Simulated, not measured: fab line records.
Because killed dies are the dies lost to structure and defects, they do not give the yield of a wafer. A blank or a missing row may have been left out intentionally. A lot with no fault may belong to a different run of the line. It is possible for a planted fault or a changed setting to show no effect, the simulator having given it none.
Problem report, 8D (eight disciplines) form, completed by code + flow sky130 + the parts of the form that need people (team, actions taken, sign-off) are left out

== 1. WHAT WENT WRONG ==
At SKY_VIA3_ETCH_14, bias_w averages 94.2 W over 9 wafers from 3 lots, while fault-free wafers read 100.0 W, standard deviation 0.32. That puts it -18 standard deviations away from the usual mean.
The step: etches BARC in N2/H2, stops on SiO2, time 45.9 s, target depth 60 nm.
First observed at day 45 04:59: wafer L527.3, on rie_diel-01. At this step, 33 wafers from 11 lots have a number in the record. Rule for "out" (also "out of limits"): further than 4 standard deviations from the usual mean. The other wafers with a number count as sound.

== 2. WHAT IT IS, AND WHAT IT ISN'T ==
| question                    | is                     | is not                                                                                            |
|-----------------------------|------------------------|---------------------------------------------------------------------------------------------------|
| which readings at this step | bias_w                 | chamber_pressure_mTorr, drypump_motor_current_A, h2_flow_sccm, oes_product_au, throttle_valve_pct |
| which lots                  | L527, L528, L530       | L511, L512, L515, L516, L517, L519, L520, L532                                                    |
| which wafers of those lots  | all that have a number | -                                                                                                 |
| read on which tools         | rie_diel-01            | rie_diel-02, rie_diel-04                                                                          |
| when                        | from day 45 04:59      | up to then (21 sound wafers); but 3 sound wafers of L532 came after                               |

== 3. THE SUSPECTS, EACH WITH WHAT RULES IT OUT ==
Counting: a tool at a process step up to the reading stays a suspect if it ran every lot that is out and no sound lot after the first of them.
- rie_diel-01 at SKY_VIA3_ETCH_14 (etches BARC in N2/H2, stops on SiO2, time 45.9 s, target depth 60 nm): kept. All lots that are out passed through it, beginning with L527 at day 45 04:59, and no sound lot followed; its final sound lot before that point was L520 at day 43 06:45. Out on those wafers are its own readings of bias_w.
After counting, what remains is rie_diel-01 at SKY_VIA3_ETCH_14.

== 4. THE CAUSE (what the simulator had put in) ==
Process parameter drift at SKY_VIA3_ETCH_14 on rie_diel-01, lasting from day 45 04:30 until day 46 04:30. Setting bias_w shifted by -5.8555 from 100. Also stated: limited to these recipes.
Counting left only this tool.

== 5. THE CHAIN OF EFFECTS, in route order ==
Each row: a reading where the mean over the struck wafers with a number is more than 3 standard deviations away from the usual. Readings are gone through only where the record gives a usual standard deviation; hours: the median, over the lots, of the time from a lot's start at the first step in this table giving one to that lot's start at this step; sigmas: the change measured in usual standard deviations.
| hours | step             | reading | usual   | on struck wafers | change | sigmas |
|-------|------------------|---------|---------|------------------|--------|--------|
| 0     | SKY_VIA3_ETCH_14 | bias_w  | 100.0 W | 94.2             | -5.8   | -18    |
Here are the process steps it includes:
- SKY_VIA3_ETCH_14: etches BARC in N2/H2, stops on SiO2, time 45.9 s, target depth 60 nm.

== 6. WHAT WOULD HAVE CAUGHT IT SOONER ==
In this record no reading fell out of limits until day 45 04:59, 0 hours after the fault had begun at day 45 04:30.
